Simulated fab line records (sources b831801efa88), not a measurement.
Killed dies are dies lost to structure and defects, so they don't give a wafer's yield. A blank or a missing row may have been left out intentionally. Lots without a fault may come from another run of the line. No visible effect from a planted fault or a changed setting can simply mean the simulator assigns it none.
fab line records	flow sky130
record: lots: 14	wafers: 42	last-day: 50
route steps=708 shown FIELD_ISO@4 PWDE@55 VT_ADJUST_HVTP@95 PAD_OPEN@708
lots with no fault: from the same line, run without faults
start-h: start of the lot's first displayed wafer, in hours after the record's first day	wait-h: hours from the lot's prior step to this one	" as in the row above	L1.1+2: a row that stands for several wafers	- no value, or no start given	* or withheld: withheld	< > ~ a bound
route shown NAME@n: NAME is a module with steps in the file, n the number in the route of the first one	usual: mean/standard deviation of fault-free wafers	same: alike in all rows	chamber/n: place in a boat	sites: per-site readings	_std_site: standard deviation across them	_edge_site: inner sites' mean taken away from outer sites' mean	radius-mm: for every site, how far away it sits from the centre of the wafer	mask NAME#n: copy n	behind: the tool/chamber that last shaped the wafer	hold: cause of the lot's hold/its duration in hours/its outcome	device: the n, p or np transistor that did not switch	end of line: tests of these same wafers at the route's end	for a step that has no rows: nothing shown but its recipe	killed: dies that structure and defects cost at the first sort, which is not the same as the wafer's yield	map: dies across one wafer; x = killed, . = not, _ = none there
set.NAME: the setting as run; set.NAME@STEP: as run at that earlier step	model.NAME: the simulator's own value behind a step, which no gauge read
a sample of lots followed through the steps of the route, with each step as a table and each wafer as a row
services: from which hour (start-h, from the record's first day; less than 0 if before it) a tool's chamber was out of use, for how many hours, and why
== steps ==
step: SKY_FIELD_ISO_CVD_03
recipe: material: Si3N4	precursor: DCS/NH3	target-thk-nm: 165	temp-c: 770	time-s: 2830	pressure-mtorr: 250
usual: pressure-mtorr: 250.1/0.45	spike-tc-bottom-C: 788.9/1.1	spike-tc-upper-C: 770.9/1.1
lot.wafer	tool	chamber	start-h	wait-h	pressure-mtorr	spike-tc-bottom-C	spike-tc-upper-C
L163.1	lpcvd-02	1	21.08	0.1	249.3	787.9	769.9
L163.2	"	1	"	"	250.3	789.4	772.1
L163.6	"	1	"	"	250.6	788.8	772.4
L170.1	lpcvd-02	0	54.04	1.8	-	-	-
L170.2	"	0	"	"	-	-	-
L170.5	"	0	"	"	-	-	-
L171.3	lpcvd-02	1	59.56	1.4	-	-	-
L171.4	"	1	"	"	-	-	-
L171.6	"	1	"	"	-	-	-
L174.2	lpcvd-02	1	73.69	2.0	249.7	788.3	771.6
L174.3	"	1	"	"	250.2	790.7	769.8
L174.6	"	1	"	"	250.7	790.3	772.1
L175.1	lpcvd-02	1	81.79	3.2	250.7	789.4	770.9
L175.4	"	1	"	"	250.8	789.4	769.9
L175.6	"	1	"	"	250.9	791.2	770.5
L176.3	lpcvd-02	1	86.05	3.6	250.5	790.3	771.8
L176.5	"	1	"	"	250.0	788.7	770.5
L176.6	"	1	"	"	249.3	788.2	771.8
L177.3	lpcvd-02	1	90.08	3.4	250.1	788.7	770.8
L177.4	"	1	"	"	250.9	790.4	772.4
L177.6	"	1	"	"	250.5	790.2	771.3
L178.2	lpcvd-02	0	93.23	0.9	249.7	789.9	772.0
L178.4	"	0	"	"	249.9	787.6	773.0
L178.5	"	0	"	"	249.6	788.6	769.1
L180.1	lpcvd-02	1	101.69	0.1	250.3	791.4	771.1
L180.2	"	1	"	"	249.9	788.5	771.4
L180.6	"	1	"	"	249.9	789.9	770.3
L181.3	lpcvd-02	0	107.64	1.0	250.1	788.6	768.9
L181.4	"	0	"	"	250.1	789.3	770.9
L181.6	"	0	"	"	250.9	788.4	772.3
L182.1	lpcvd-02	0	113.97	0.1	250.3	788.0	771.1
L182.3	"	0	"	"	250.7	788.7	771.5
L182.6	"	0	"	"	249.3	786.6	771.5
L183.2	lpcvd-02	0	117.90	0.0	249.6	788.9	770.0
L183.3	"	0	"	"	250.6	787.7	770.7
L183.4	"	0	"	"	249.3	787.9	771.2
L184.1	lpcvd-02	1	126.38	0.1	250.4	789.1	768.9
L184.2	"	1	"	"	250.3	790.1	770.3
L184.3	"	1	"	"	249.9	791.8	768.8
L185.3	lpcvd-02	1	129.39	0.0	250.2	789.2	770.3
L185.4	"	1	"	"	249.1	788.2	770.7
L185.5	"	1	"	"	250.2	789.7	771.9
step: SKY_FIELD_ISO_STRIP_16
recipe: chemistry: O2/N2	power-w: 1400	pressure-mtorr: 1500	platen-temp-c: withheld	o2-flow-sccm: 3000	n2-flow-sccm: 300	overash-fraction: 0.5
usual: drypump-motor-current-A: 5.7/0.48	oes-product-au: 0.378/0.0051	strip-time-to-endpoint-s: 3.53/0.047
lot.wafer	tool	chamber	start-h	wait-h	drypump-motor-current-A	oes-product-au	rf-hours-counter-h	strip-time-to-endpoint-s
L163.1	plasma-asher-02	0	37.72	0.0	5.8	0.364	33	3.58
L163.2	"	1	"	"	6.0	0.382	33	3.57
L163.6	"	1	"	"	6.0	0.383	-	3.56
L174.2	plasma-asher-04	1	93.71	0.0	4.9	0.390	39	3.59
L174.3	"	1	"	"	4.9	0.380	-	3.59
L174.6	"	1	"	"	4.9	0.376	-	3.50
L175.1	plasma-asher-04	1	103.16	0.0	4.9	0.388	39	3.59
L175.4	"	0	"	"	5.6	0.381	-	3.51
L175.6	"	0	"	"	5.6	0.376	-	3.50
L176.3	plasma-asher-04	0	107.25	0.1	5.6	0.385	-	3.56
L176.5	"	0	"	"	5.6	0.369	-	3.46
L176.6	"	1	"	"	4.9	0.376	-	3.54
L177.3	plasma-asher-04	0	110.75	0.1	5.6	0.384	-	3.55
L177.4	"	1	"	"	4.9	0.378	-	3.55
L177.6	"	1	"	"	4.9	0.384	-	3.55
L178.2	plasma-asher-04	0	114.07	0.0	5.6	0.378	41	3.60
L178.4	"	1	"	"	4.9	0.373	-	3.52
L178.5	"	1	"	"	4.9	0.375	-	3.46
L180.1	plasma-asher-02	1	122.02	0.0	6.0	0.377	42	3.58
L180.2	"	0	"	"	5.8	0.384	42	3.52
L180.6	"	0	"	"	5.8	0.386	-	3.52
L181.3	plasma-asher-04	0	128.65	0.1	5.6	0.382	-	3.52
L181.4	"	1	"	"	4.9	0.375	-	3.59
L181.6	"	0	"	"	5.6	0.379	-	3.50
L182.1	plasma-asher-02	1	134.96	0.0	6.0	0.374	43	3.45
L182.3	"	1	"	"	6.1	0.373	-	3.52
L182.6	"	0	"	"	5.8	0.381	-	3.56
L183.2	plasma-asher-03	0	138.87	0.0	6.2	0.382	2	3.58
L183.3	"	0	"	"	6.2	0.380	-	3.56
L183.4	"	1	"	"	6.3	0.370	-	3.47
L184.1	plasma-asher-04	1	147.67	0.0	4.9	0.373	44	3.60
L184.2	"	0	"	"	5.5	0.385	44	3.50
L184.3	"	0	"	"	5.6	0.374	-	3.46
L185.3	plasma-asher-03	0	149.70	0.1	6.2	0.374	-	3.51
L185.4	"	1	"	"	6.3	0.382	-	3.46
L185.5	"	0	"	"	6.2	0.373	-	3.44
step: SKY_PWDE_TW_MEAS_10
usual: PWDE_TW: 371/3.9
lot.wafer	tool	chamber	start-h	wait-h	PWDE_TW
L163.1	film-metro-03	-	77.72	0.1	366
L163.2	"	-	"	"	367
L163.6	"	-	"	"	365
L174.2	film-metro-04	-	138.28	0.1	373
L174.3	"	-	"	"	374
L174.6	"	-	"	"	375
L175.1	film-metro-01	-	147.87	0.1	370
L175.4	"	-	"	"	370
L175.6	"	-	"	"	367
L176.3	film-metro-03	-	154.45	0.1	369
L176.5	"	-	"	"	369
L176.6	"	-	"	"	369
L177.3	film-metro-01	-	159.54	0.1	371
L177.4	"	-	"	"	369
L177.6	"	-	"	"	370
L178.2	film-metro-03	-	165.78	0.1	369
L178.4	"	-	"	"	369
L178.5	"	-	"	"	367
L180.1	film-metro-04	-	177.92	0.1	372
L180.2	"	-	"	"	372
L180.6	"	-	"	"	373
L181.3	film-metro-04	-	181.00	0.1	374
L181.4	"	-	"	"	374
L181.6	"	-	"	"	375
L182.1	film-metro-03	-	188.62	0.1	368
L182.3	"	-	"	"	368
L182.6	"	-	"	"	368
L183.2	film-metro-03	-	189.88	0.1	366
L183.3	"	-	"	"	368
L183.4	"	-	"	"	367
L184.1	film-metro-01	-	198.17	0.1	371
L184.2	"	-	"	"	369
L184.3	"	-	"	"	372
L185.3	film-metro-04	-	203.64	0.1	375
L185.4	"	-	"	"	374
L185.5	"	-	"	"	374
step: SKY_VT_ADJUST_HVTP_STRIP_10
recipe: chemistry: O2/N2	power-w: 1400	pressure-mtorr: 1500	platen-temp-c: withheld	o2-flow-sccm: 3000	n2-flow-sccm: 300	overash-fraction: 0.5
usual: drypump-motor-current-A: 5.8/0.44	oes-product-au: 0.715/0.0046	strip-time-to-endpoint-s: 14.15/0.046
lot.wafer	tool	chamber	start-h	wait-h	drypump-motor-current-A	oes-product-au	rf-hours-counter-h	strip-time-to-endpoint-s
L163.1	plasma-asher-03	0	133.15	0.1	6.2	0.721	1	14.14
L163.2	"	1	"	"	6.2	0.714	1	14.17
L163.6	"	0	"	"	6.2	0.715	-	14.17
L174.2	plasma-asher-02	1	200.59	0.1	6.1	0.721	49	14.28
L174.3	"	1	"	"	6.0	0.708	-	14.19
L174.6	"	0	"	"	5.8	0.711	-	14.21
L175.1	plasma-asher-03	1	212.84	0.1	6.2	0.721	9	14.21
L175.4	"	0	"	"	6.2	0.713	-	14.19
L175.6	"	0	"	"	6.2	0.721	-	14.16
L176.3	plasma-asher-02	1	218.62	0.1	6.1	0.710	-	14.08
L176.5	"	0	"	"	5.8	0.719	-	14.10
L176.6	"	1	"	"	6.0	0.711	-	14.12
L177.3	plasma-asher-02	0	224.97	0.1	5.8	0.713	-	14.27
L177.4	"	1	"	"	6.0	0.717	-	14.21
L177.6	"	0	"	"	5.8	0.715	-	14.22
L178.2	plasma-asher-02	1	232.34	0.1	6.0	0.713	53	14.09
L178.4	"	1	"	"	6.0	0.711	-	14.11
L178.5	"	0	"	"	5.8	0.711	-	14.10
L180.1	plasma-asher-04	1	246.29	0.1	4.9	0.718	53	14.15
L180.2	"	0	"	"	5.6	0.712	53	14.11
L180.6	"	1	"	"	4.9	0.713	-	14.15
L181.3	plasma-asher-04	1	250.62	0.1	4.9	0.722	-	14.08
L181.4	"	0	"	"	5.6	0.714	-	14.09
L181.6	"	1	"	"	4.9	0.713	-	14.10
L182.1	plasma-asher-02	0	258.05	0.1	5.8	0.706	55	14.13
L182.3	"	1	"	"	6.0	0.717	-	14.10
L182.6	"	1	"	"	6.0	0.716	-	14.18
L183.2	plasma-asher-02	1	261.30	0.1	6.0	0.714	55	14.11
L183.3	"	0	"	"	5.8	0.710	-	14.05
L183.4	"	1	"	"	6.0	0.718	-	14.02
L184.1	plasma-asher-04	0	269.65	0.1	5.6	0.709	55	14.21
L184.2	"	1	"	"	4.9	0.718	55	14.23
L184.3	"	0	"	"	5.6	0.715	-	14.17
L185.3	plasma-asher-04	1	276.99	0.1	4.9	0.718	-	14.15
L185.4	"	0	"	"	5.6	0.721	-	14.18
L185.5	"	1	"	"	4.9	0.721	-	14.15
step: SKY_PAD_OPEN_PROBE_99
usual: defect-limited-yield: 82.8/2	killed_at_M0_to_M3: 43/7.8	killed_at_M4_up: 3.2/1.9	killed-at-contacts: 24/5	killed-at-front-end: 14/4.5	killed-at-other: 0.2/0.41	killed-dies: 84/9.6	killed-open: 47/6.9	killed-short: 38/6	sort_bin_3_pad_short: 0.8/0.43	sort_bin_5_function: 10.1/1.4	sort_bin_6_memory: 6.3/1.1	sort-n-pass: 408/9.6	sort-yield-pct: 82.8/2
same: gross-dies: 492	killed-at-back-side: 0	sort_bin_4_leakage[%]: 0	sort_bin_8_speed[%]: 0
lot.wafer	tool	chamber	start-h	wait-h	defect-limited-yield[%]	killed_at_M0_to_M3	killed_at_M4_up	killed-at-contacts	killed-at-front-end	killed-at-other	killed-dies	killed-open	killed-short	sort_bin_3_pad_short[%]	sort_bin_5_function[%]	sort_bin_6_memory[%]	sort-n-pass	sort-yield-pct[%]
L163.1	prober-01	-	1080.30	0.1	83.9	41	1	25	12	0	79	44	35	1.0	10.2	4.9	413	83.9
L163.2	prober-01	-	1080.35	0.1	82.5	45	6	26	9	0	86	50	36	0.4	10.2	6.9	406	82.5
L163.6	prober-01	-	1080.55	0.2	83.1	41	5	23	14	0	83	48	35	1.2	10.4	5.3	409	83.1
L174.2	prober-02	-	1155.75	0.1	83.1	40	4	20	19	0	83	45	38	0.8	10.2	5.9	409	83.1
L174.3	prober-02	-	1155.80	0.2	88.2	24	4	20	10	0	58	35	23	0.6	7.7	3.5	434	88.2
L174.6	prober-02	-	1155.95	0.2	81.9	53	3	21	12	0	89	54	35	0	11.4	6.7	403	81.9
L175.1	prober-01	-	1158.91	0.1	78.9	46	3	26	29	0	104	49	55	0.8	14.4	5.9	388	78.9
L175.4	prober-01	-	1159.06	0.2	83.3	47	0	25	10	0	82	49	33	0.8	9.1	6.7	410	83.3
L175.6	prober-01	-	1159.16	0.2	82.9	37	2	30	15	0	84	51	33	1.0	8.7	7.3	408	82.9
L176.3	prober-02	-	1168.70	0.2	85.0	41	3	21	9	0	74	46	28	0.4	10.4	4.3	418	85.0
L176.5	prober-02	-	1168.80	0.2	79.9	54	2	21	22	0	99	58	41	0.4	12.8	6.9	393	79.9
L176.6	prober-02	-	1168.85	0.2	81.9	47	6	23	12	1	89	41	48	1.6	10.6	5.9	403	81.9
L177.3	prober-01	-	1175.12	0.2	87.4	33	1	18	10	0	62	28	34	0.2	7.9	4.5	430	87.4
L177.4	prober-01	-	1175.17	0.2	85.0	36	5	19	14	0	74	41	33	1.0	7.5	6.5	418	85.0
L177.6	prober-01	-	1175.27	0.2	84.1	38	2	22	15	1	78	42	36	1.0	9.1	5.7	414	84.1
L178.2	prober-02	-	1177.99	0.1	79.1	51	8	20	24	0	103	56	47	1.4	12.6	6.9	389	79.1
L178.4	prober-02	-	1178.09	0.2	86.4	43	0	14	10	0	67	34	33	1.6	7.1	4.9	425	86.4
L178.5	prober-02	-	1178.14	0.2	86.0	46	2	13	8	0	69	43	26	0.6	10.4	3.0	423	86.0
L180.1	prober-02	-	1186.50	0.1	83.1	50	3	15	15	0	83	46	37	1.0	8.9	6.9	409	83.1
L180.2	prober-02	-	1186.55	0.1	80.7	47	2	32	14	0	95	55	40	0.4	10.8	8.1	397	80.7
L180.6	prober-02	-	1186.75	0.2	85.0	43	2	18	11	0	74	41	33	0.8	9.6	4.7	418	85.0
L181.3	prober-01	-	1187.77	0.2	82.7	42	2	20	21	0	85	54	31	0.6	11.0	5.7	407	82.7
L181.4	prober-01	-	1187.82	0.2	84.8	36	2	26	11	0	75	36	39	0.6	10.2	4.5	417	84.8
L181.6	prober-01	-	1187.92	0.2	84.8	37	2	22	14	0	75	36	39	1.6	8.5	5.1	417	84.8
L182.1	prober-02	-	1190.24	0.1	84.3	34	7	27	9	0	77	37	40	0.6	9.6	5.5	415	84.3
L182.3	prober-02	-	1190.34	0.2	84.1	32	5	25	16	0	78	47	31	1.2	10.6	4.1	414	84.1
L182.6	prober-02	-	1190.49	0.2	85.4	33	1	29	9	0	72	36	36	1.4	8.3	4.9	420	85.4
L183.2	prober-01	-	1195.40	0.1	81.3	49	0	26	17	0	92	49	43	0.8	9.3	8.5	400	81.3
L183.3	prober-01	-	1195.45	0.2	80.3	57	5	25	10	0	97	39	58	1.0	12.6	6.1	395	80.3
L183.4	prober-01	-	1195.50	0.2	82.7	37	3	27	18	0	85	43	42	0.8	10.4	6.1	407	82.7
L184.1	prober-01	-	1196.36	0.1	81.1	47	4	27	15	0	93	54	39	1.0	10.6	7.3	399	81.1
L184.2	prober-01	-	1196.41	0.1	85.6	40	1	22	8	0	71	47	24	0	8.7	5.7	421	85.6
L184.3	prober-01	-	1196.46	0.2	81.7	39	5	30	16	0	90	54	36	0.4	9.6	8.3	402	81.7
L185.3	prober-01	-	1207.66	0.2	81.7	49	6	24	11	0	90	46	44	1.8	10.6	5.9	402	81.7
L185.4	prober-01	-	1207.71	0.2	82.9	55	1	17	11	0	84	49	35	0.8	10.8	5.5	408	82.9
L185.5	prober-01	-	1207.76	0.2	84.6	38	3	23	12	0	76	38	38	0.8	8.7	5.9	416	84.6
killed by level:class
L163.1 VIA3:geometric-particle:open=10 CONTACT:geometric-particle:short=9 VIA2:geometric-particle:open=8 VIA1:geometric-particle:open=8 CONTACT:geometric-particle:open=7 LI_CONTACT:geometric-particle:open=6 METAL2:geometric-particle:short=4 METAL3:geometric-particle:short=4
L163.2 CONTACT:geometric-particle:open=11 VIA1:geometric-particle:open=9 LI_CONTACT:geometric-particle:open=7 METAL1:geometric-particle:short=7 VIA3:geometric-particle:open=7 METAL2:geometric-particle:short=6 VIA2:geometric-particle:open=6 VIA3:geometric-particle:short=5
L163.6 CONTACT:geometric-particle:open=9 VIA1:geometric-particle:open=8 LI_CONTACT:geometric-particle:open=7 VIA2:geometric-particle:open=7 METAL2:geometric-particle:short=7 CONTACT:geometric-particle:short=5 VIA3:geometric-particle:open=5 FIELD_ISO:geometric-particle:short=3
L174.2 VIA1:geometric-particle:open=11 CONTACT:geometric-particle:open=7 FIELD_ISO:geometric-particle:open=6 VIA2:geometric-particle:open=6 POLY_GATE:geometric-particle:short=5 LI_CONTACT:geometric-particle:open=5 VIA3:geometric-particle:open=5 VIA1:geometric-particle:short=4
L174.3 VIA1:geometric-particle:open=10 LI_CONTACT:geometric-particle:open=7 CONTACT:geometric-particle:open=7 FIELD_ISO:geometric-particle:short=5 METAL4:geometric-particle:short=4 VIA2:geometric-particle:open=3 LI_CONTACT:geometric-particle:short=3 VIA3:geometric-particle:open=3
L174.6 VIA2:geometric-particle:open=12 METAL1:geometric-particle:short=10 VIA1:geometric-particle:open=10 VIA3:geometric-particle:open=9 CONTACT:geometric-particle:open=7 CONTACT:geometric-particle:short=6 FIELD_ISO:geometric-particle:open=4 LI_CONTACT:geometric-particle:open=3
L175.1 CONTACT:geometric-particle:open=12 METAL1:geometric-particle:short=11 FIELD_ISO:geometric-particle:short=9 FIELD_ISO:geometric-particle:open=7 LI_CONTACT:geometric-particle:open=7 METAL2:geometric-particle:open=5 POLY_GATE:geometric-particle:short=5 VIA1:geometric-particle:short=5
L175.4 LI_CONTACT:geometric-particle:open=11 VIA3:geometric-particle:open=10 VIA1:geometric-particle:open=10 CONTACT:geometric-particle:open=7 METAL2:geometric-particle:short=5 METAL1:geometric-particle:short=4 VIA1:geometric-particle:short=4 VIA2:geometric-particle:short=4
L175.6 LI_CONTACT:geometric-particle:open=10 CONTACT:geometric-particle:open=10 VIA1:geometric-particle:open=9 CONTACT:geometric-particle:short=7 VIA2:geometric-particle:open=6 POLY_GATE:geometric-particle:open=5 VIA2:geometric-particle:short=5 METAL2:geometric-particle:short=4
L176.3 VIA1:geometric-particle:open=9 CONTACT:geometric-particle:open=7 LI_CONTACT:geometric-particle:open=7 VIA3:geometric-particle:short=6 VIA3:geometric-particle:open=6 POLY_GATE:geometric-particle:open=4 VIA1:geometric-particle:short=4 VIA2:geometric-particle:open=3
L176.5 VIA2:geometric-particle:open=13 VIA1:geometric-particle:open=12 FIELD_ISO:geometric-particle:open=11 CONTACT:geometric-particle:short=7 VIA3:geometric-particle:open=7 LOCAL_INTERCONNECT:geometric-particle:short=6 METAL1:geometric-particle:short=6 VIA1:geometric-particle:short=5
L176.6 CONTACT:geometric-particle:open=10 METAL1:geometric-particle:short=9 VIA1:geometric-particle:open=9 METAL2:geometric-particle:short=7 VIA3:geometric-particle:open=7 LOCAL_INTERCONNECT:geometric-particle:short=6 POLY_GATE:geometric-particle:open=4 POLY_GATE:geometric-particle:short=4
L177.3 METAL1:geometric-particle:short=8 LI_CONTACT:geometric-particle:open=7 VIA1:geometric-particle:open=4 LI_CONTACT:geometric-particle:short=4 VIA3:geometric-particle:open=4 LOCAL_INTERCONNECT:geometric-particle:short=3 CONTACT:geometric-particle:open=3 METAL1:geometric-particle:open=3
L177.4 CONTACT:geometric-particle:open=8 VIA1:geometric-particle:open=8 FIELD_ISO:geometric-particle:short=4 LI_CONTACT:geometric-particle:open=4 METAL2:geometric-particle:short=4 VIA3:geometric-particle:open=4 FIELD_ISO:geometric-particle:open=3 POLY_GATE:geometric-particle:open=3
L177.6 LI_CONTACT:geometric-particle:open=9 METAL1:geometric-particle:short=8 CONTACT:geometric-particle:open=7 VIA3:geometric-particle:open=7 METAL2:geometric-particle:short=6 VIA1:geometric-particle:open=6 FIELD_ISO:geometric-particle:short=5 FIELD_ISO:geometric-particle:open=3
L178.2 VIA1:geometric-particle:open=14 VIA2:geometric-particle:open=11 CONTACT:geometric-particle:open=8 POLY_GATE:geometric-particle:short=7 POLY_GATE:geometric-particle:open=6 VIA3:geometric-particle:open=6 LOCAL_INTERCONNECT:geometric-particle:short=6 METAL1:geometric-particle:short=5
L178.4 METAL2:geometric-particle:short=11 VIA1:geometric-particle:open=9 VIA2:geometric-particle:open=8 CONTACT:geometric-particle:open=4 VIA3:geometric-particle:short=4 FIELD_ISO:geometric-particle:open=3 LI_CONTACT:geometric-particle:open=3 CONTACT:geometric-particle:short=3
L178.5 VIA1:geometric-particle:open=20 CONTACT:geometric-particle:open=7 VIA1:geometric-particle:short=5 VIA2:geometric-particle:open=4 FIELD_ISO:geometric-particle:open=3 LOCAL_INTERCONNECT:geometric-particle:short=3 METAL1:geometric-particle:short=3 VIA2:geometric-particle:short=3
L180.1 VIA1:geometric-particle:open=12 METAL1:geometric-particle:short=8 METAL2:geometric-particle:short=8 VIA3:geometric-particle:open=6 FIELD_ISO:geometric-particle:open=5 LI_CONTACT:geometric-particle:open=5 CONTACT:geometric-particle:open=5 POLY_GATE:geometric-particle:open=4
L180.2 VIA1:geometric-particle:open=13 CONTACT:geometric-particle:open=12 CONTACT:geometric-particle:short=8 VIA3:geometric-particle:open=7 VIA2:geometric-particle:open=6 VIA1:geometric-particle:short=6 METAL3:geometric-particle:short=5 LI_CONTACT:geometric-particle:open=5
L180.6 VIA1:geometric-particle:open=9 LI_CONTACT:geometric-particle:open=8 METAL1:geometric-particle:short=7 VIA2:geometric-particle:open=6 CONTACT:geometric-particle:open=5 VIA3:geometric-particle:short=5 FIELD_ISO:geometric-particle:open=4 VIA1:geometric-particle:short=4
L181.3 VIA1:geometric-particle:open=11 CONTACT:geometric-particle:open=8 VIA3:geometric-particle:open=8 METAL1:geometric-particle:short=7 FIELD_ISO:geometric-particle:open=6 LI_CONTACT:geometric-particle:open=6 POLY_GATE:geometric-particle:short=5 VIA2:geometric-particle:open=5
L181.4 CONTACT:geometric-particle:open=9 VIA2:geometric-particle:open=7 LOCAL_INTERCONNECT:geometric-particle:short=6 CONTACT:geometric-particle:short=5 LI_CONTACT:geometric-particle:open=5 METAL2:geometric-particle:short=5 VIA1:geometric-particle:short=5 VIA1:geometric-particle:open=5
L181.6 VIA1:geometric-particle:open=9 LI_CONTACT:geometric-particle:open=7 CONTACT:geometric-particle:open=5 VIA1:geometric-particle:short=5 FIELD_ISO:geometric-particle:short=4 LOCAL_INTERCONNECT:geometric-particle:short=4 METAL1:geometric-particle:short=4 METAL2:geometric-particle:short=4
L182.1 CONTACT:geometric-particle:open=8 VIA1:geometric-particle:open=6 CONTACT:geometric-particle:short=6 LI_CONTACT:geometric-particle:open=5 METAL4:geometric-particle:short=5 VIA1:geometric-particle:short=5 METAL2:geometric-particle:short=5 FIELD_ISO:geometric-particle:short=3
L182.3 CONTACT:geometric-particle:open=11 VIA2:geometric-particle:open=10 LI_CONTACT:geometric-particle:open=6 VIA1:geometric-particle:open=6 LOCAL_INTERCONNECT:geometric-particle:short=5 VIA3:geometric-particle:short=5 FIELD_ISO:geometric-particle:open=4 METAL2:geometric-particle:open=4
L182.6 CONTACT:geometric-particle:open=11 LOCAL_INTERCONNECT:geometric-particle:short=7 VIA1:geometric-particle:open=7 CONTACT:geometric-particle:short=5 VIA2:geometric-particle:open=5 VIA2:geometric-particle:short=3 POLY_GATE:geometric-particle:open=3 LI_CONTACT:geometric-particle:short=3
L183.2 METAL2:geometric-particle:short=9 VIA3:geometric-particle:open=9 LI_CONTACT:geometric-particle:open=7 VIA1:geometric-particle:open=7 FIELD_ISO:geometric-particle:open=6 LOCAL_INTERCONNECT:geometric-particle:short=6 CONTACT:geometric-particle:short=5 CONTACT:geometric-particle:open=5
L183.3 VIA1:geometric-particle:open=11 LOCAL_INTERCONNECT:geometric-particle:short=9 METAL1:geometric-particle:short=8 METAL3:geometric-particle:short=7 METAL2:geometric-particle:short=6 VIA1:geometric-particle:short=6 VIA2:geometric-particle:open=6 CONTACT:geometric-particle:short=5
L183.4 LI_CONTACT:geometric-particle:open=11 METAL2:geometric-particle:short=7 VIA2:geometric-particle:open=7 LOCAL_INTERCONNECT:geometric-particle:short=6 VIA1:geometric-particle:open=6 POLY_GATE:geometric-particle:open=5 CONTACT:geometric-particle:short=5 CONTACT:geometric-particle:open=5
L184.1 VIA1:geometric-particle:open=9 CONTACT:geometric-particle:open=8 VIA2:geometric-particle:open=8 VIA3:geometric-particle:open=7 FIELD_ISO:geometric-particle:open=6 LI_CONTACT:geometric-particle:open=6 CONTACT:geometric-particle:short=5 METAL1:geometric-particle:short=5
L184.2 VIA1:geometric-particle:open=12 CONTACT:geometric-particle:open=7 LI_CONTACT:geometric-particle:open=6 METAL1:geometric-particle:short=6 VIA2:geometric-particle:open=6 VIA3:geometric-particle:open=4 CONTACT:geometric-particle:short=4 LOCAL_INTERCONNECT:geometric-particle:short=3
L184.3 VIA1:geometric-particle:open=12 CONTACT:geometric-particle:open=11 LI_CONTACT:geometric-particle:open=8 METAL1:geometric-particle:short=7 VIA1:geometric-particle:short=6 FIELD_ISO:geometric-particle:open=4 POLY_GATE:geometric-particle:open=4 LI_CONTACT:geometric-particle:short=4
L185.3 VIA1:geometric-particle:open=12 CONTACT:geometric-particle:open=9 VIA2:geometric-particle:open=8 CONTACT:geometric-particle:short=6 METAL2:geometric-particle:short=5 LOCAL_INTERCONNECT:geometric-particle:short=5 POLY_GATE:geometric-particle:short=4 METAL1:geometric-particle:short=4
L185.4 VIA1:geometric-particle:open=16 VIA2:geometric-particle:open=12 VIA1:geometric-particle:short=8 METAL1:geometric-particle:short=5 CONTACT:geometric-particle:open=5 METAL3:geometric-particle:short=4 LI_CONTACT:geometric-particle:open=4 VIA2:geometric-particle:short=4
L185.5 LI_CONTACT:geometric-particle:open=7 VIA3:geometric-particle:open=6 VIA1:geometric-particle:open=6 FIELD_ISO:geometric-particle:short=5 LOCAL_INTERCONNECT:geometric-particle:short=5 CONTACT:geometric-particle:open=5 METAL1:geometric-particle:short=5 VIA1:geometric-particle:short=5
== services ==
tool	chamber	start-h	hours	kind
plasma-asher-02	-	-2.73	7.7	repair
plasma-asher-03	-	108.75	9.0	pm
plasma-asher-03	0	108.75	9.0	vent-cycle
plasma-asher-03	1	108.75	9.0	vent-cycle
plasma-asher-03	0	117.75	-	clean
plasma-asher-03	1	117.75	-	clean
plasma-asher-04	-	211.45	3.7	repair
== key ==
first-sign: step: SKY_FIELD_ISO_CVD_03	reading: tool-record	direction: missing
effect none on later readings
met-at SKY_FIELD_ISO_CVD_03
struck-lots L170,L171
scrapped-behind SKY_FIELD_ISO_THK_MEAS_04 L170.1,L170.2,L170.5,L171.3,L171.4,L171.6
not-acting-at SKY_FIELD_ISO_STRIP_16,SKY_PWDE_TW_MEAS_10,SKY_VT_ADJUST_HVTP_STRIP_10
onset-between 21.08 54.04
fault: kind: skipped-step-whole	tool: lpcvd-02	chamber: -	onset-h: 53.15	steps: SKY_FIELD_ISO_CVD_03	scope: struck-lots-only
